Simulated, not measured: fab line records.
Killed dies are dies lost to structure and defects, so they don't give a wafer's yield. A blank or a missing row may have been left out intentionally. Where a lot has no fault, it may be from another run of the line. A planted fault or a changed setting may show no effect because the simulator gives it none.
A lot that was struck, set against a sound lot	flow sky130	17 steps out of a route of 708
Sound: the wafers L894.4, L894.5, L894.6. Struck: wafer L895.4. (L895.1, L895.2 of the same lot were not struck and are left out.) The cause comes at the end.
Each step with rows lists, per side, the tool, then ch with its chambers, then its first start. Under that, the readings that differ: sound wafers	struck wafers	difference of the means	sigmas: that difference in standard deviations of wafers without a fault.
alike: words and numbers the same on both sides, and readings whose means are apart by under 2 such deviations; not compared: readings that were withheld, readings missing a value for some wafer, numbers with overlapping values and no deviation given by the record, and bounds like >300 which may hide the same value.
The two part at a step that has a row with sigmas, a row that says differs or no value, or rows on one side only. When numbers do not overlap yet have no deviation, they are printed without sigmas and do not part them. Lack of a reading on every wafer of one side parts them only where that side has two or more wafers.

first, 2 steps without rows for these wafers: SKY_CONTACT_PEB_12; SKY_CONTACT_DEVELOP_13 (develop time 60 s).
SKY_CONTACT_CD_MEAS_14 targets a cd of 170 nm.
  sound on cd_sem-02 at day 32 16:11; struck on cd_sem-02 at day 33 03:29
reading	sound	struck	difference	sigmas
cd_nm (nm)	171.2 171.0 171.3	168.4	-2.8	-2
SKY_CONTACT_OVL_MEAS_15:
  sound on overlay-02 at day 32 16:16; struck on overlay-01 at day 33 03:36
  alike: CONTACT_OVL
SKY_CONTACT_ETCH_16: etches BARC in N2/H2, stops on SiO2, time 45.9 s, target depth 60 nm.
  sound on rie_diel-03 ch 1,2, day 32 16:17; struck on rie_diel-01 ch 1, day 33 03:38
reading	sound	struck	difference	sigmas
throttle_valve_pct (%)	13.228 13.230 13.231	13.209	-0.021	-2
  alike: drypump_motor_current_A, oes_product_au
  not compared: rf_hours_counter_h
then, 1 step without rows for these wafers: SKY_CONTACT_ETCH_17 (etches SiO2 in C4F8/O2/Ar, stops on Si3N4, target depth 340 nm).
SKY_CONTACT_ETCH_18: etches Si3N4 in CHF3/O2, stops on TiN, time 39 s, target depth 75 nm.
  sound: rie_diel-03 ch 1,2; struck: rie_diel-01 ch 1
  alike: drypump_motor_current_A, oes_product_au, throttle_valve_pct
  not compared: rf_hours_counter_h
SKY_CONTACT_STRIP_19: strips in O2/N2.
  sound on plasma_asher-02 ch 0,1, day 32 16:27; struck on plasma_asher-03 ch 0, day 33 03:46
reading	sound	struck	difference	sigmas
strip_time_to_endpoint_s (s)	3.59 3.58 3.58	3.66	+0.08	+3
  alike: drypump_motor_current_A, oes_product_au
  not compared: rf_hours_counter_h
then, 3 steps without rows for these wafers: SKY_CONTACT_STRIP_20 (strips in post etch residue remover, time 1200 s); SKY_CONTACT_CLEAN_21 (cleans in IPA, time 180 s); SKY_CONTACT_CLEAN_22 (cleans in O3/DIW).
SKY_CONTACT_SPUTTER_23: material TiN, target thk 20 nm, time 80 s.
  sound on pvd_sputter-03 at day 32 17:01; struck on pvd_sputter-02 at day 33 04:23
  alike: throttle_valve_pct
SKY_CONTACT_CVD_24: deposits W, target thk 340 nm, time 102.12 s.
  sound on cvd_w-01 ch 1, day 32 17:11; struck on cvd_w-01 ch 0, day 33 04:28
reading	sound	struck	difference	sigmas
heater_power_w (W)	1033 1007 1017	793	-226	-2
model.W_of_CONTACT_CVD_24.thk_nm (nm)	354 348.6 350.4	425.4	+74.4	
SKY_CONTACT_RS_MEAS_25: measures by four-point-probe.
  sound on film_metro-02 at day 32 17:21; struck on film_metro-01 at day 33 04:34
reading	sound	struck	difference	sigmas
CONTACT_W_RS (ohm/sq)	0.324 0.329 0.327	0.268	-0.059	-9
SKY_CONTACT_THK_MEAS_26: measures by xrf.
  sound on film_metro-02 at day 32 17:26; struck on film_metro-01 at day 33 04:41
reading	sound	struck	difference	sigmas
CONTACT_W_THK (nm)	357 350 351	435	+82	+10
SKY_CONTACT_CMP_27: polishes, stops on SiO2, t overpolish 15 s, target thk 0 nm.
  sound on cmp-02 ch 1,2, day 32 17:28; struck on cmp-01 ch 1, day 33 04:45
reading	sound	struck	difference	sigmas
time_to_endpoint_s (s)	78 86 73	96	+17	+3
  alike: motor_current_A
-- the record jumps here: 14 days lie between the struck wafers' starts before and after (it left off in module CONTACT and takes up again in module PAD_OPEN, whose first step shown is number 708 of the route) --
SKY_PAD_OPEN_PROBE_99:
  record: rows for the struck wafers here (prober-02, day 47 02:31), none for the sound ones

## WHERE THEY PART
First at SKY_CONTACT_CD_MEAS_14; last, within this record, at SKY_PAD_OPEN_PROBE_99.

WHY: what had been put in by the simulator
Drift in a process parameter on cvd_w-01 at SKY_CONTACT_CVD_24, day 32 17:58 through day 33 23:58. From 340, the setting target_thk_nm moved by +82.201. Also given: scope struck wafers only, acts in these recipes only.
